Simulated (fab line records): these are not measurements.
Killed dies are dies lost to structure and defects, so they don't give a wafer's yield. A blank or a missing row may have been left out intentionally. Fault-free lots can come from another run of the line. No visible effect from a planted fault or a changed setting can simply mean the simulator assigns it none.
Chamber matching	flow gf180mcu	cmp-02 running GF_V4_CMP_04: 4 sister chambers
The step polishes SiO2. 30 wafers are shown with their chamber, then 12 later ones without.

WAFERS WITH THEIR CHAMBER
wafer	chamber	motorCurrentA (A)	platenRpm (rpm)	timeToEndpointS (s)
L074.3	2	13.5	59.94	83
L074.4	1	12.1	60.00	89
L074.6	2	13.2	59.94	94
L076.1	1	12.2	59.93	76
L076.2	2	13.7	60.02	83
L076.4	0	13.9	60.00	84
L078.2	1	12.3	59.99	75
L078.4	2	13.8	60.03	78
L078.5	0	13.9	59.93	86
L079.1	1	11.6	59.99	85
L079.2	2	13.5	60.00	79
L079.3	0	12.7	60.01	83
L081.1	0	13.2	60.00	82
L081.5	0	13.4	59.95	85
L081.6	3	10.3	60.02	89
L082.2	1	11.9	59.98	75
L082.3	3	10.4	59.98	81
L082.5	1	11.5	60.02	83
L084.1	3	9.8	59.96	80
L084.2	0	13.4	60.02	75
L084.5	1	12.1	59.99	81
L085.3	3	10.7	59.99	76
L085.4	2	13.6	59.95	81
L085.5	0	13.9	60.02	80
L088.1	2	13.4	59.98	79
L088.2	3	10.3	60.06	86
L088.5	1	11.9	59.99	86
L091.1	2	13.0	60.01	70
L091.4	1	11.6	59.98	77
L091.6	3	10.2	60.00	81

SIGNATURES (means of the wafers above)
reading	chamber 0	chamber 1	chamber 2	chamber 3	scatter within a chamber
motorCurrentA	13.486	11.911	13.463	10.283	0.328
platenRpm	59.9900	59.9856	59.9838	60.0017	0.0326
timeToEndpointS	82.14	80.78	80.88	82.17	5.28
Rule: a wafer's distance from a chamber is the root of the sum, over the readings, of the square of ((its reading less the chamber's mean) divided by the reading's scatter). If the next closest chamber is less than 2 further off than the closest, the wafer can't be placed; otherwise it belongs to the closest. How the scatter is found: for the shown wafers, subtract from each reading the mean of its chamber, square and add these, divide the total by (wafers less chambers), then take the root.

WAFERS WITH NO CHAMBER GIVEN
wafer	motorCurrentA (A)	platenRpm (rpm)	timeToEndpointS (s)
L092.2	10.3	60.05	79
L092.4	13.7	59.99	85
L092.6	12.9	59.99	82
L093.1	10.4	59.97	78
L093.3	13.5	59.99	78
L093.4	11.8	59.95	80
L095.1	13.0	60.06	83
L095.4	12.0	60.00	83
L095.5	13.5	60.01	84
L096.2	11.7	59.99	74
L096.3	10.4	59.98	82
L096.4	13.2	60.03	91

WHICH CHAMBER EACH WENT THROUGH
wafer	from the rows above	in truth
L092.2	3	3
L092.4	can't be placed: 0 or 2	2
L092.6	can't be placed: 2 or 0 or 1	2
L093.1	3	3
L093.3	can't be placed: 2 or 0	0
L093.4	1	1
L095.1	can't be placed: 0 or 2 or 1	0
L095.4	1	1
L095.5	can't be placed: 0 or 2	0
L096.2	1	1
L096.3	3	3
L096.4	can't be placed: 0 or 2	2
Placed correctly: 6 of 12. Unplaceable from these rows: 6, with the true chamber sitting among the candidates in 6. 0 placed wrongly.
